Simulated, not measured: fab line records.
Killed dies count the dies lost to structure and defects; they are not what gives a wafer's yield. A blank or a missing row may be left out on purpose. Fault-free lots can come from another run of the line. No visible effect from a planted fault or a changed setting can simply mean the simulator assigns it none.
Which tool was responsible? / flow sky130 / 12 lots (36 wafers sampled), 1 step of a 708-step route

== WHAT THE GAUGES READ, wafer by wafer ==
SKY_LDD_HVN_OVL_MEAS_07.
lot=L074; measured=day 21 09:28; on=overlay-01; LDD_HVN_OVL (nm)=-0.5 0.2 -0.7
lot=L077; measured=day 22 05:45; on=overlay-01; LDD_HVN_OVL (nm)=0.1 -0.4 0.1
lot=L078; measured=day 22 19:37; on=overlay-01; LDD_HVN_OVL (nm)=-0.9 -1.5 -0.5
lot=L082; measured=day 25 07:51; on=overlay-01; LDD_HVN_OVL (nm)=3.4 1.2 1.1
lot=L080; measured=day 25 11:53; on=overlay-02; LDD_HVN_OVL (nm)=1.4 1.9 2.2
lot=L087; measured=day 25 14:02; on=overlay-01; LDD_HVN_OVL (nm)=1.6 1.2 1.3
lot=L083; measured=day 25 14:41; on=overlay-02; LDD_HVN_OVL (nm)=0.1 0.8 0.0
lot=L089; measured=day 25 19:11; on=overlay-02; LDD_HVN_OVL (nm)=0.2 1.1 -0.3
lot=L091; measured=day 26 21:52; on=overlay-02; LDD_HVN_OVL (nm)=-1.3 -2.5 -1.7
lot=L093; measured=day 27 04:18; on=overlay-01; LDD_HVN_OVL (nm)=-1.3 -0.8 -2.0
lot=L095; measured=day 27 17:37; on=overlay-01; LDD_HVN_OVL (nm)=-2.5 -1.5 -2.8
lot=L097; measured=day 28 08:23; on=overlay-02; LDD_HVN_OVL (nm)=1.0 1.1 1.0

== WHICH TOOL RAN EACH LOT (tool, then ch and the chambers of the sampled wafers, then the start) ==
There is no process step in the record ahead of these readings.

== THE ANSWER, worked out from the rows above alone ==
Rule: the usual values come from the lots themselves. Put in order of their means at a reading, lots are off if they are a third of the lots or fewer, leave a main group of 4 or more, and stand apart from it by a gap of 3 or more times the standard deviation of the main group's means; of several such gaps the widest counts. The tables above print the reading to a certain number of digits; a main group whose means all agree to those digits is not used. Also off: a lot with no number at a reading for which 4 or more lots have one. All remaining lots with rows at the step are treated as sound.
Nothing can be told from this: no lot is off at any reading shown.

== WHAT WAS PUT IN BY THE SIMULATOR ==
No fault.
